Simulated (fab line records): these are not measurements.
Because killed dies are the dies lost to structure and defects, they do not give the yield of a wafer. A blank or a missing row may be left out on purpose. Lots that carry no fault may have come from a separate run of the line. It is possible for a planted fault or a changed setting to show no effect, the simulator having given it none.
fab line records	flow sky130
record: lots: 10	wafers: 30	last-day: 50
route steps=708 shown VT_ADJUST_NCORE@129 POLY_GATE@213 RES_PROTECT@214 LDD_N@244 PAD_OPEN@708
lots untouched by any fault: they come from a run of this same line in which no faults occurred
start-h: hours from the record's opening day to when the first of the lot's shown wafers began	wait-h: hours elapsed since this lot's preceding step	" as in the row above	L1.1+2: a single row standing in for several wafers	- either no value or no given start	* or withheld: withheld	< > ~ a bound
route shown NAME@n: names a module that has steps shown in the file, with the first one's number in the route	usual: the fault-free wafers' mean and standard deviation	same: alike in all rows	chamber/n: place in a boat	sites: readings site by site	_std_site: how widely they spread, as a standard deviation	_edge_site: outer sites' mean less inner sites'	radius-mm: how far each site lies from the wafer's centre	mask NAME#n: copy n	behind: the tool/chamber that last shaped the wafer	hold: what put the lot on hold/how long, in hours/how the hold closed	device: transistor that didn't switch, given as n, p or np	end of line: tests run on the same wafers once the route is complete	a step given without rows: its recipe and nothing more	killed: the dies lost at the first sort to structure and to defects; this is not the yield of the wafer	map: the dies of a wafer, with x for killed, . for not killed, _ for no die there
set.NAME: the setting as run; set.NAME@STEP: as run at that earlier step	model.NAME: the simulator's own value behind a step, which no gauge read
steps of the route over a sample of lots; a table a step, a row a wafer
services: from which hour (start-h, from the record's first day; less than 0 if before it) a tool's chamber was out of use, for how many hours, and why
== steps ==
step: SKY_VT_ADJUST_NCORE_STRIP_10
recipe: chemistry: O2/N2	power-w: 1400	pressure-mtorr: 1500	platen-temp-c: withheld	o2-flow-sccm: 3000	n2-flow-sccm: 300	overash-fraction: 0.5
usual: drypump-motor-current-A: 5.96/0.3	o2-flow-sccm: 2999/8.8	oes-product-au: 0.716/0.0044	strip-time-to-endpoint-s: 14.19/0.043
lot.wafer	tool	chamber	start-h	wait-h	drypump-motor-current-A	o2-flow-sccm	oes-product-au	rf-hours-counter-h	strip-time-to-endpoint-s
L358.1	plasma-asher-02	1	202.44	0.1	6.34	3012	0.720	40	14.18
L358.2	"	0	"	"	6.05	2987	0.719	40	14.15
L358.5	"	1	"	"	6.33	2996	0.713	-	14.19
L362.2	plasma-asher-01	1	228.55	0.1	5.49	3001	0.715	54	14.14
L362.3	"	1	"	"	5.48	3002	0.717	-	14.13
L362.4	"	0	"	"	5.83	2999	0.719	-	14.16
L365.2	plasma-asher-02	0	249.79	0.1	6.05	2995	0.718	45	14.24
L365.4	"	1	"	"	6.32	2989	0.720	-	14.28
L365.6	"	0	"	"	6.06	2991	0.720	-	14.29
L370.1	plasma-asher-02	1	282.34	0.1	6.34	2996	0.714	48	14.21
L370.3	"	1	"	"	6.37	3007	0.720	-	14.18
L370.6	"	1	"	"	6.30	2995	0.716	-	14.16
L372.3	plasma-asher-01	1	303.23	0.1	5.50	2995	0.709	-	14.16
L372.4	"	0	"	"	5.77	3008	0.713	-	14.16
L372.6	"	1	"	"	5.49	2994	0.706	-	14.18
L373.1	plasma-asher-02	0	303.94	0.1	6.00	3003	0.723	50	14.19
L373.4	"	0	"	"	6.03	2992	0.713	-	14.17
L373.5	"	0	"	"	6.05	2998	0.725	-	14.15
L374.3	plasma-asher-03	0	311.83	0.1	5.71	2992	0.716	-	14.19
L374.4	"	1	"	"	6.19	2998	0.718	-	14.17
L374.5	"	0	"	"	5.71	2987	0.712	-	14.17
L376.1	plasma-asher-03	1	325.11	0.1	6.20	3018	0.710	19	14.11
L376.3	"	1	"	"	6.18	2999	0.713	-	14.12
L376.5	"	1	"	"	6.19	3009	0.719	-	14.14
L377.1	plasma-asher-02	1	341.36	0.1	6.32	3011	0.711	54	14.22
L377.4	"	1	"	"	6.30	2996	0.718	-	14.22
L377.6	"	1	"	"	6.29	3012	0.714	-	14.22
L379.3	plasma-asher-01	0	361.41	0.1	5.86	2992	0.714	-	14.22
L379.4	"	1	"	"	5.45	3009	0.717	-	14.21
L379.5	"	0	"	"	5.83	3002	0.717	-	14.25
step: SKY_POLY_GATE_IMPLANT_02
recipe: species: P	energy-kev: 30	dose-cm2: 7.7e+15	tilt-deg: 0
usual: beam-on-s: 36.5/0.99	dose-ions-cm2: 7.702e+15/9.6e+12	end-station-pressure-torr: 1.05e-05/5.8e-07	tilt-deg: -0.002/0.019
lot.wafer	tool	chamber	start-h	wait-h	beam-on-s	dose-ions-cm2	end-station-pressure-torr	tilt-deg
L358.1	implanter-04	0	362.94	0.1	38.1	7.717e+15	1.05e-05	0.009
L358.2	"	0	"	"	36.4	7.702e+15	9.7e-06	-0.028
L358.5	"	0	"	"	37.9	7.711e+15	1.09e-05	-0.034
L362.2	implanter-04	0	397.01	0.1	14.3	2.892e+15	1.43e-05	-0.035
L362.3	"	0	"	"	14.1	2.891e+15	1.4e-05	-0.049
L362.4	"	0	"	"	14.2	2.893e+15	1.34e-05	-0.029
L365.2	implanter-04	0	421.07	0.1	13.7	2.885e+15	1.25e-05	0.004
L365.4	"	0	"	"	14.2	2.886e+15	1.27e-05	-0.006
L365.6	"	0	"	"	14.7	2.88e+15	1.34e-05	0.028
L370.1	implanter-01	0	464.14	0.1	36.1	7.714e+15	1.12e-05	-0.013
L370.3	"	0	"	"	35.2	7.705e+15	1.03e-05	0.014
L370.6	"	0	"	"	36.2	7.712e+15	1.12e-05	0.032
L372.3	implanter-02	0	485.14	0.1	36.8	7.724e+15	1.03e-05	-0.029
L372.4	"	0	"	"	35.6	7.699e+15	1.06e-05	-0.003
L372.6	"	0	"	"	35.4	7.709e+15	1.18e-05	0.009
L373.1	implanter-02	0	489.94	0.1	35.9	7.709e+15	1.04e-05	-0.038
L373.4	"	0	"	"	35.4	7.701e+15	1.01e-05	-0.016
L373.5	"	0	"	"	35.7	7.696e+15	9.9e-06	-0.036
L374.3	implanter-01	0	495.48	0.1	35.4	7.712e+15	1.14e-05	0.008
L374.4	"	0	"	"	36.7	7.713e+15	1.03e-05	0.033
L374.5	"	0	"	"	36.3	7.694e+15	9.9e-06	0.016
L376.1	implanter-04	0	512.69	0.1	37.9	7.687e+15	1.01e-05	0.013
L376.3	"	0	"	"	36.9	7.701e+15	1.08e-05	-0.004
L376.5	"	0	"	"	38.1	7.706e+15	1e-05	0.002
L377.1	implanter-01	0	528.79	0.1	37.0	7.707e+15	1e-05	-0.002
L377.4	"	0	"	"	36.6	7.692e+15	1.01e-05	0.010
L377.6	"	0	"	"	36.8	7.689e+15	1.09e-05	0.013
L379.3	implanter-02	0	552.94	0.1	35.1	7.706e+15	1.04e-05	-0.005
L379.4	"	0	"	"	35.9	7.69e+15	1.1e-05	-0.007
L379.5	"	0	"	"	35.9	7.699e+15	1.05e-05	0.019
step: SKY_RES_PROTECT_STRIP_07
recipe: chemistry: O2/N2	power-w: 1400	pressure-mtorr: 1500	platen-temp-c: withheld	o2-flow-sccm: 3000	n2-flow-sccm: 300	overash-fraction: 0.5
usual: drypump-motor-current-A: 5.97/0.27	o2-flow-sccm: 3001/11	oes-product-au: 0.517/0.0042	strip-time-to-endpoint-s: 23.28/0.036
lot.wafer	tool	chamber	start-h	wait-h	drypump-motor-current-A	o2-flow-sccm	oes-product-au	rf-hours-counter-h	strip-time-to-endpoint-s
L358.1	plasma-asher-04	0	363.09	0.1	6.25	2987	0.520	63	23.31
L358.2	"	1	"	"	6.10	2995	0.513	63	23.28
L358.5	"	1	"	"	6.11	3005	0.518	-	23.30
L362.2	plasma-asher-01	0	397.14	0.1	5.84	3008	0.577	72	19.45
L362.3	"	1	"	"	5.48	3010	0.569	-	19.39
L362.4	"	0	"	"	5.83	3010	0.576	-	19.45
L365.2	plasma-asher-01	1	421.19	0.1	5.47	3000	0.580	74	19.42
L365.4	"	1	"	"	5.51	3000	0.576	-	19.45
L365.6	"	1	"	"	5.48	2994	0.570	-	19.48
L370.1	plasma-asher-03	1	464.29	0.1	6.15	3003	0.523	32	23.26
L370.3	"	1	"	"	6.15	2994	0.520	-	23.30
L370.6	"	1	"	"	6.15	3004	0.513	-	23.32
L372.3	plasma-asher-03	1	485.27	0.1	6.18	3005	0.518	-	23.27
L372.4	"	0	"	"	5.71	3020	0.516	-	23.24
L372.6	"	0	"	"	5.70	3019	0.515	-	23.25
L373.1	plasma-asher-01	1	490.09	0.1	5.45	2999	0.512	81	23.30
L373.4	"	1	"	"	5.45	3002	0.517	-	23.34
L373.5	"	0	"	"	5.83	2997	0.516	-	23.35
L374.3	plasma-asher-04	1	495.61	0.1	6.11	3008	0.518	-	23.24
L374.4	"	0	"	"	6.23	2993	0.516	-	23.28
L374.5	"	0	"	"	6.22	2996	0.522	-	23.29
L376.1	plasma-asher-03	0	512.84	0.1	5.72	3007	0.520	38	23.24
L376.3	"	1	"	"	6.20	3009	0.510	-	23.29
L376.5	"	0	"	"	5.70	3000	0.513	-	23.32
L377.1	plasma-asher-04	0	528.94	0.1	6.25	3000	0.514	10	23.35
L377.4	"	0	"	"	6.25	2983	0.522	-	23.34
L377.6	"	0	"	"	6.24	2984	0.517	-	23.32
L379.3	plasma-asher-03	1	553.07	0.1	6.18	2993	0.513	-	23.30
L379.4	"	0	"	"	5.72	3001	0.514	-	23.26
L379.5	"	0	"	"	5.72	3005	0.523	-	23.26
step: SKY_RES_PROTECT_TW_MEAS_08
usual: POLY_GATE_TW: 4017/45
lot.wafer	tool	chamber	start-h	wait-h	POLY_GATE_TW
L358.1	film-metro-02	-	363.19	0.1	4024
L358.2	"	-	"	"	4012
L358.5	"	-	"	"	4026
L362.2	film-metro-04	-	397.25	0.1	3720
L362.3	"	-	"	"	3734
L362.4	"	-	"	"	3714
L365.2	film-metro-04	-	421.30	0.1	3733
L365.4	"	-	"	"	3730
L365.6	"	-	"	"	3732
L370.1	film-metro-03	-	464.39	0.1	3990
L370.3	"	-	"	"	4005
L370.6	"	-	"	"	4006
L372.3	film-metro-02	-	485.36	0.1	3981
L372.4	"	-	"	"	3965
L372.6	"	-	"	"	3967
L373.1	film-metro-04	-	490.19	0.1	4055
L373.4	"	-	"	"	4087
L373.5	"	-	"	"	4090
L374.3	film-metro-02	-	495.70	0.1	3987
L374.4	"	-	"	"	3971
L374.5	"	-	"	"	4006
L376.1	film-metro-04	-	512.94	0.1	4083
L376.3	"	-	"	"	4069
L376.5	"	-	"	"	4091
L377.1	film-metro-02	-	529.04	0.1	3988
L377.4	"	-	"	"	3992
L377.6	"	-	"	"	3973
L379.3	film-metro-02	-	553.16	0.1	4001
L379.4	"	-	"	"	4011
L379.5	"	-	"	"	3998
step: SKY_POLY_GATE_ETCH_16
recipe: stop-on: poly-Si	chemistry: CH3F/O2	target: Si3N4	source-w: 400	bias-w: 80	pressure-mtorr: 25	ch3f-flow-sccm: 40	O2_flow_sccm: 30	time-s: 147.5	target-depth-a: 750
usual: bias-w: 79.94/0.26	drypump-motor-current-A: 6.0/0.57	oes-product-au: 0.639/0.0052	throttle-valve-pct: 10.534/0.0092
lot.wafer	tool	chamber	start-h	wait-h	bias-w	drypump-motor-current-A	oes-product-au	rf-hours-counter-h	throttle-valve-pct
L358.1	rie-diel-03	0	393.39	0.0	80.20	5.7	0.647	87	10.529
L358.2	"	3	"	"	80.09	6.4	0.644	35	10.521
L358.5	"	3	"	"	79.94	6.4	0.641	-	10.531
L362.2	rie-diel-02	2	430.70	0.0	80.10	5.4	0.637	1	10.542
L362.3	"	0	"	"	79.90	6.2	0.636	59	10.539
L362.4	"	3	"	"	79.49	6.6	0.630	76	10.537
L365.2	rie-diel-02	1	453.83	0.0	79.98	4.8	0.642	7	10.527
L365.4	"	3	"	"	79.75	6.6	0.636	76	10.533
L365.6	"	3	"	"	79.65	6.6	0.635	-	10.563
L370.1	rie-diel-02	1	499.23	0.0	80.32	4.8	0.639	8	10.535
L370.3	"	2	"	"	79.91	5.4	0.641	3	10.524
L370.6	"	1	"	"	80.08	4.8	0.631	-	10.540
L372.3	rie-diel-01	2	520.13	0.0	79.38	5.8	0.637	8	10.525
L372.4	"	1	"	"	80.04	6.5	0.636	13	10.527
L372.6	"	3	"	"	80.00	5.4	0.639	-	10.524
L373.1	rie-diel-02	2	523.93	0.0	79.84	5.4	0.642	3	10.535
L373.4	"	1	"	"	80.39	4.8	0.638	8	10.536
L373.5	"	0	"	"	79.75	6.2	0.649	-	10.552
L374.3	rie-diel-03	1	528.48	0.0	79.87	6.7	0.645	62	10.545
L374.4	"	2	"	"	80.24	5.7	0.645	-	10.532
L374.5	"	3	"	"	80.31	6.4	0.647	-	10.535
L376.1	rie-diel-02	2	546.13	0.0	80.16	5.4	0.632	4	10.528
L376.3	"	0	"	"	79.80	6.2	0.631	61	10.527
L376.5	"	2	"	"	79.79	5.4	0.636	-	10.541
L377.1	rie-diel-03	0	561.64	0.0	80.10	5.7	0.642	1	10.544
L377.4	"	1	"	"	80.25	6.7	0.641	63	10.532
L377.6	"	1	"	"	80.35	6.7	0.641	-	10.533
L379.3	rie-diel-01	3	585.48	0.0	79.42	5.4	0.637	35	10.535
L379.4	"	1	"	"	79.79	6.5	0.650	14	10.545
L379.5	"	1	"	"	79.82	6.5	0.644	-	10.542
step: SKY_LDD_N_OVL_MEAS_07
usual: LDD_N_OVL: -0.4/1.5
lot.wafer	tool	chamber	start-h	wait-h	LDD_N_OVL[nm]
L358.1	overlay-02	-	425.04	0.1	-0.6
L358.2	"	-	"	"	-0.7
L358.5	"	-	"	"	-0.3
L362.2	overlay-01	-	464.85	0.1	0.3
L362.3	"	-	"	"	2.5
L362.4	"	-	"	"	0.7
L365.2	overlay-02	-	486.01	0.1	-0.7
L365.4	"	-	"	"	-1.7
L365.6	"	-	"	"	-3.0
L370.1	overlay-01	-	531.24	0.1	-2.4
L370.3	"	-	"	"	-1.9
L370.6	"	-	"	"	-1.6
L372.3	overlay-02	-	551.95	0.1	-0.6
L372.4	"	-	"	"	0.6
L372.6	"	-	"	"	0.4
L373.1	overlay-02	-	555.54	0.1	-1.6
L373.4	"	-	"	"	-1.6
L373.5	"	-	"	"	-1.0
L374.3	overlay-01	-	559.79	0.1	-1.3
L374.4	"	-	"	"	-1.1
L374.5	"	-	"	"	-0.7
L376.1	overlay-02	-	576.65	0.1	0.2
L376.3	"	-	"	"	-0.3
L376.5	"	-	"	"	-1.7
L377.1	overlay-01	-	592.85	0.1	-1.9
L377.4	"	-	"	"	-2.3
L377.6	"	-	"	"	-2.0
L379.3	overlay-02	-	617.15	0.1	-0.6
L379.4	"	-	"	"	-0.3
L379.5	"	-	"	"	-0.5
step: SKY_PAD_OPEN_PROBE_99
usual: killed_at_M0_to_M3: 43/6.8	killed_at_M4_up: 3.3/2.1	killed-at-contacts: 24/5	killed-at-front-end: 15/4.4	killed-at-other: 0.3/0.57	killed-dies: 86/9.7	killed-open: 47/7.3	killed-short: 39/6.1
same: gross-dies: 492	killed-at-back-side: 0
lot.wafer	tool	chamber	start-h	wait-h	killed_at_M0_to_M3	killed_at_M4_up	killed-at-contacts	killed-at-front-end	killed-at-other	killed-dies	killed-open	killed-short
L358.1	prober-02	-	1093.67	0.1	40	2	16	17	0	75	36	39
L358.2	prober-02	-	1093.72	0.1	54	3	22	11	0	90	42	48
L358.5	prober-02	-	1093.87	0.2	43	5	20	13	0	81	50	31
L362.2	prober-02	-	1120.87	0.1	45	2	32	15	1	95	53	42
L362.3	prober-02	-	1120.92	0.2	35	1	28	16	0	80	41	39
L362.4	prober-02	-	1120.97	0.2	35	6	27	14	0	82	48	34
L365.2	prober-01	-	1133.60	0.1	50	2	22	17	0	91	53	38
L365.4	prober-01	-	1133.70	0.2	37	1	20	13	1	72	35	37
L365.6	prober-01	-	1133.80	0.2	28	2	14	20	0	64	37	27
L370.1	prober-02	-	1157.32	0.1	39	3	30	17	0	89	38	50
L370.3	prober-02	-	1157.42	0.2	49	3	24	18	0	94	50	44
L370.6	prober-02	-	1157.57	0.2	47	3	25	18	0	93	50	42
L372.3	prober-02	-	1175.46	0.2	52	6	20	18	0	96	53	43
L372.4	prober-02	-	1175.51	0.2	52	6	22	9	0	89	44	45
L372.6	prober-02	-	1175.61	0.2	27	1	20	22	0	70	48	22
L373.1	prober-01	-	1175.63	0.1	55	2	22	18	0	97	44	52
L373.4	prober-01	-	1175.78	0.2	37	2	15	12	1	67	33	33
L373.5	prober-01	-	1175.83	0.2	46	4	25	18	1	94	58	36
L374.3	prober-02	-	1176.96	0.2	34	6	19	12	0	71	40	30
L374.4	prober-02	-	1177.01	0.2	39	3	27	14	1	84	38	45
L374.5	prober-02	-	1177.06	0.2	39	5	21	12	0	77	36	40
L376.1	prober-02	-	1186.71	0.1	48	7	19	20	1	95	50	45
L376.3	prober-02	-	1186.81	0.2	37	2	21	11	0	71	46	25
L376.5	prober-02	-	1186.91	0.2	39	5	18	18	0	80	44	36
L377.1	prober-01	-	1195.15	0.1	44	1	25	13	0	83	42	40
L377.4	prober-01	-	1195.30	0.2	43	8	20	10	0	81	47	32
L377.6	prober-01	-	1195.40	0.2	45	1	29	24	1	100	57	43
L379.3	prober-01	-	1206.56	0.2	54	6	31	21	1	113	71	41
L379.4	prober-01	-	1206.61	0.2	46	2	22	24	0	94	50	44
L379.5	prober-01	-	1206.66	0.2	36	3	39	15	1	94	51	42
killed by level:class
L358.1 METAL1:geometric-particle:short=9 VIA3:geometric-particle:open=6 FIELD_ISO:geometric-particle:open=5 FIELD_ISO:geometric-particle:short=5 LI_CONTACT:geometric-particle:open=5 VIA1:geometric-particle:open=5 METAL2:geometric-particle:short=5 LOCAL_INTERCONNECT:geometric-particle:short=4
L358.2 VIA1:geometric-particle:open=14 METAL1:geometric-particle:short=9 LOCAL_INTERCONNECT:geometric-particle:short=7 CONTACT:geometric-particle:open=7 VIA1:geometric-particle:short=5 METAL2:geometric-particle:short=5 VIA2:geometric-particle:open=5 FIELD_ISO:geometric-particle:short=4
L358.5 VIA1:geometric-particle:open=13 CONTACT:geometric-particle:open=9 POLY_GATE:geometric-particle:open=6 VIA3:geometric-particle:open=6 LOCAL_INTERCONNECT:geometric-particle:short=5 METAL1:geometric-particle:short=5 VIA2:geometric-particle:open=5 METAL4:geometric-particle:short=3
L362.2 CONTACT:geometric-particle:open=10 VIA1:geometric-particle:open=9 LI_CONTACT:geometric-particle:open=8 VIA2:geometric-particle:open=8 LOCAL_INTERCONNECT:geometric-particle:short=6 POLY_GATE:geometric-particle:open=5 CONTACT:geometric-particle:short=5 METAL2:geometric-particle:short=5
L362.3 CONTACT:geometric-particle:short=8 CONTACT:geometric-particle:open=8 VIA1:geometric-particle:open=8 FIELD_ISO:geometric-particle:open=7 METAL2:geometric-particle:short=6 LI_CONTACT:geometric-particle:open=5 LOCAL_INTERCONNECT:geometric-particle:short=4 VIA3:geometric-particle:open=4
L362.4 VIA1:geometric-particle:open=10 CONTACT:geometric-particle:open=8 CONTACT:geometric-particle:short=7 FIELD_ISO:geometric-particle:open=6 LI_CONTACT:geometric-particle:open=6 METAL1:geometric-particle:open=6 METAL4:geometric-particle:short=6 LOCAL_INTERCONNECT:geometric-particle:short=4
L365.2 VIA2:geometric-particle:open=12 LI_CONTACT:geometric-particle:open=10 VIA1:geometric-particle:open=8 VIA1:geometric-particle:short=6 FIELD_ISO:geometric-particle:short=5 CONTACT:geometric-particle:open=5 CONTACT:geometric-particle:short=5 METAL1:geometric-particle:short=5
L365.4 LI_CONTACT:geometric-particle:short=6 METAL1:geometric-particle:short=6 POLY_GATE:geometric-particle:open=5 LOCAL_INTERCONNECT:geometric-particle:short=5 VIA3:geometric-particle:open=5 VIA1:geometric-particle:open=4 LI_CONTACT:geometric-particle:open=4 METAL2:geometric-particle:open=4
L365.6 POLY_GATE:geometric-particle:open=7 CONTACT:geometric-particle:open=6 VIA1:geometric-particle:open=5 FIELD_ISO:geometric-particle:short=4 METAL1:geometric-particle:short=4 VIA2:geometric-particle:open=4 VIA3:geometric-particle:open=4 POLY_GATE:geometric-particle:short=3
L370.1 CONTACT:geometric-particle:open=10 CONTACT:geometric-particle:short=9 METAL2:geometric-particle:short=7 FIELD_ISO:geometric-particle:short=6 VIA1:geometric-particle:short=6 VIA3:geometric-particle:open=6 LI_CONTACT:geometric-particle:open=5 METAL1:geometric-particle:short=5
L370.3 VIA1:geometric-particle:open=14 CONTACT:geometric-particle:open=9 CONTACT:geometric-particle:short=7 VIA2:geometric-particle:open=7 VIA3:geometric-particle:open=6 METAL1:geometric-particle:short=5 METAL2:geometric-particle:short=5 POLY_GATE:geometric-particle:short=4
L370.6 CONTACT:geometric-particle:open=14 VIA2:geometric-particle:open=9 VIA1:geometric-particle:open=8 METAL2:geometric-particle:short=6 VIA2:geometric-particle:short=6 CONTACT:geometric-particle:short=5 VIA3:geometric-particle:open=5 POLY_GATE:geometric-particle:open=4
L372.3 VIA3:geometric-particle:open=13 VIA1:geometric-particle:open=8 VIA2:geometric-particle:open=7 VIA1:geometric-particle:short=7 LI_CONTACT:geometric-particle:open=6 POLY_GATE:geometric-particle:short=6 CONTACT:geometric-particle:open=6 METAL4:geometric-particle:short=5
L372.4 VIA1:geometric-particle:open=11 LI_CONTACT:geometric-particle:open=8 VIA3:geometric-particle:short=8 VIA3:geometric-particle:open=7 METAL4:geometric-particle:short=6 CONTACT:geometric-particle:short=5 VIA2:geometric-particle:open=5 METAL2:geometric-particle:short=4
L372.6 CONTACT:geometric-particle:open=12 FIELD_ISO:geometric-particle:open=8 VIA3:geometric-particle:open=8 VIA1:geometric-particle:open=8 POLY_GATE:geometric-particle:short=5 POLY_GATE:geometric-particle:open=4 LI_CONTACT:geometric-particle:open=4 FIELD_ISO:geometric-particle:short=3
L373.1 VIA1:geometric-particle:open=13 VIA1:geometric-particle:short=7 LOCAL_INTERCONNECT:geometric-particle:short=7 METAL1:geometric-particle:short=6 VIA2:geometric-particle:open=6 FIELD_ISO:geometric-particle:open=5 LI_CONTACT:geometric-particle:open=5 VIA3:geometric-particle:open=5
L373.4 VIA1:geometric-particle:open=7 METAL2:geometric-particle:short=7 METAL1:geometric-particle:short=6 VIA3:geometric-particle:open=5 LI_CONTACT:geometric-particle:open=5 CONTACT:geometric-particle:open=5 POLY_GATE:geometric-particle:short=3 VIA2:geometric-particle:open=3
L373.5 CONTACT:geometric-particle:open=13 VIA1:geometric-particle:open=11 LI_CONTACT:geometric-particle:open=7 VIA3:geometric-particle:open=6 VIA2:geometric-particle:open=6 VIA1:geometric-particle:short=5 POLY_GATE:geometric-particle:open=4 POLY_GATE:geometric-particle:short=4
L374.3 LI_CONTACT:geometric-particle:open=8 VIA3:geometric-particle:open=7 CONTACT:geometric-particle:open=6 VIA2:geometric-particle:open=5 POLY_GATE:geometric-particle:short=4 VIA1:geometric-particle:open=4 VIA2:geometric-particle:short=4 METAL1:geometric-particle:short=3
L374.4 VIA1:geometric-particle:open=14 CONTACT:geometric-particle:short=10 METAL1:geometric-particle:short=6 CONTACT:geometric-particle:open=6 POLY_GATE:geometric-particle:open=5 LI_CONTACT:geometric-particle:short=4 METAL2:geometric-particle:short=4 VIA2:geometric-particle:short=4
L374.5 CONTACT:geometric-particle:open=8 VIA1:geometric-particle:short=7 LI_CONTACT:geometric-particle:open=6 METAL1:geometric-particle:short=5 METAL4:geometric-particle:short=5 VIA3:geometric-particle:open=5 LOCAL_INTERCONNECT:geometric-particle:short=4 VIA1:geometric-particle:open=4
L376.1 VIA1:geometric-particle:open=11 CONTACT:geometric-particle:open=8 METAL4:geometric-particle:short=7 METAL1:geometric-particle:short=7 VIA2:geometric-particle:open=7 POLY_GATE:geometric-particle:short=6 VIA3:geometric-particle:open=6 VIA1:geometric-particle:short=5
L376.3 CONTACT:geometric-particle:open=9 VIA2:geometric-particle:open=9 VIA1:geometric-particle:open=7 LI_CONTACT:geometric-particle:open=6 METAL1:geometric-particle:short=4 VIA3:geometric-particle:open=4 METAL2:geometric-particle:short=3 POLY_GATE:geometric-particle:open=3
L376.5 VIA1:geometric-particle:open=16 LI_CONTACT:geometric-particle:open=6 CONTACT:geometric-particle:open=6 FIELD_ISO:geometric-particle:short=5 POLY_GATE:geometric-particle:open=5 POLY_GATE:geometric-particle:short=5 METAL1:geometric-particle:short=4 VIA2:geometric-particle:open=4
L377.1 CONTACT:geometric-particle:open=8 VIA2:geometric-particle:open=8 METAL2:geometric-particle:short=7 METAL1:geometric-particle:short=6 LOCAL_INTERCONNECT:geometric-particle:short=6 VIA1:geometric-particle:open=6 POLY_GATE:geometric-particle:open=5 LI_CONTACT:geometric-particle:open=5
L377.4 VIA1:geometric-particle:open=12 CONTACT:geometric-particle:open=11 METAL4:geometric-particle:short=6 VIA3:geometric-particle:open=6 METAL1:geometric-particle:short=4 VIA2:geometric-particle:open=4 METAL2:geometric-particle:open=3 POLY_GATE:geometric-particle:short=3
L377.6 CONTACT:geometric-particle:open=10 VIA1:geometric-particle:open=10 METAL3:geometric-particle:short=8 VIA3:geometric-particle:open=7 FIELD_ISO:geometric-particle:open=6 CONTACT:geometric-particle:short=6 POLY_GATE:geometric-particle:open=5 LI_CONTACT:geometric-particle:open=5
L379.3 VIA1:geometric-particle:open=14 LI_CONTACT:geometric-particle:open=12 CONTACT:geometric-particle:open=11 VIA2:geometric-particle:open=10 VIA3:geometric-particle:open=7 METAL1:geometric-particle:short=7 FIELD_ISO:geometric-particle:short=6 POLY_GATE:geometric-particle:short=6
L379.4 VIA1:geometric-particle:open=9 CONTACT:geometric-particle:open=7 POLY_GATE:geometric-particle:open=7 LI_CONTACT:geometric-particle:open=6 METAL1:geometric-particle:short=6 METAL2:geometric-particle:short=6 FIELD_ISO:geometric-particle:short=5 VIA1:geometric-particle:short=5
L379.5 CONTACT:geometric-particle:open=16 CONTACT:geometric-particle:short=10 VIA2:geometric-particle:open=7 VIA1:geometric-particle:open=6 VIA2:geometric-particle:short=6 LI_CONTACT:geometric-particle:open=5 VIA3:geometric-particle:short=5 POLY_GATE:geometric-particle:open=4
== services ==
tool	chamber	start-h	hours	kind
plasma-asher-04	-	197.05	28.1	pm
implanter-02	-	215.14	4.4	repair
plasma-asher-03	-	229.38	14.1	repair
rie-diel-02	-	235.59	1.4	repair
implanter-01	-	235.98	5.3	repair
rie-diel-02	-	252.63	28.1	pm
implanter-04	-	262.56	2.2	repair
implanter-02	-	287.55	4.4	pm
rie-diel-02	0	292.04	5.2	repair
implanter-02	-	304.46	1.5	repair
implanter-02	-	307.87	5.8	pm
rie-diel-02	3	314.55	7.2	repair
plasma-asher-04	-	342.92	3.4	repair
rie-diel-02	0	353.46	2.4	repair
plasma-asher-03	-	373.65	14.6	pm
implanter-04	-	423.47	4.1	pm
plasma-asher-01	-	473.88	1.2	repair
implanter-04	-	486.94	24.7	repair
plasma-asher-01	-	491.65	4.8	repair
plasma-asher-03	-	522.08	15.6	pm
plasma-asher-01	-	527.63	2.8	pm
rie-diel-02	3	547.82	14.2	repair
rie-diel-02	-	573.53	15.6	pm
plasma-asher-02	-	581.26	2.8	pm
== key ==
first-sign: step: SKY_POLY_GATE_IMPLANT_02	reading: dose-ions-cm2	direction: down	sigmas: 99+	usual: *	struck: *
effect: step: SKY_POLY_GATE_IMPLANT_02	reading: beam-on-s	direction: down	sigmas: 23	usual: 36.5	struck: 14.2
effect: step: SKY_RES_PROTECT_STRIP_07	reading: strip-time-to-endpoint-s	direction: down	sigmas: 99+	usual: *	struck: *
effect: step: SKY_RES_PROTECT_TW_MEAS_08	reading: POLY_GATE_TW	direction: down	sigmas: 6.4	usual: 4017	struck: 3727
met-at SKY_POLY_GATE_IMPLANT_02
struck-lots L362,L365
tester-left-out L362,L365
not-acting-at SKY_VT_ADJUST_NCORE_STRIP_10,SKY_POLY_GATE_ETCH_16,SKY_LDD_N_OVL_MEAS_07
onset-between 362.94 397.01
fault: kind: process-parameter-drift	tool: implanter-04	chamber: -	onset-h: 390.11	steps: SKY_POLY_GATE_IMPLANT_02	channel: dose-cm2	offset: *	shape: step	end-h: 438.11	acts-in: *	stated: *
tester-left-out: of these lots the tester's yield and bins aren't shown, on N5 and GAA mostly nor the transistor test; their killed dies are dies lost to structure and defects alone, not to doping, threshold or leakage, so they don't give the yield
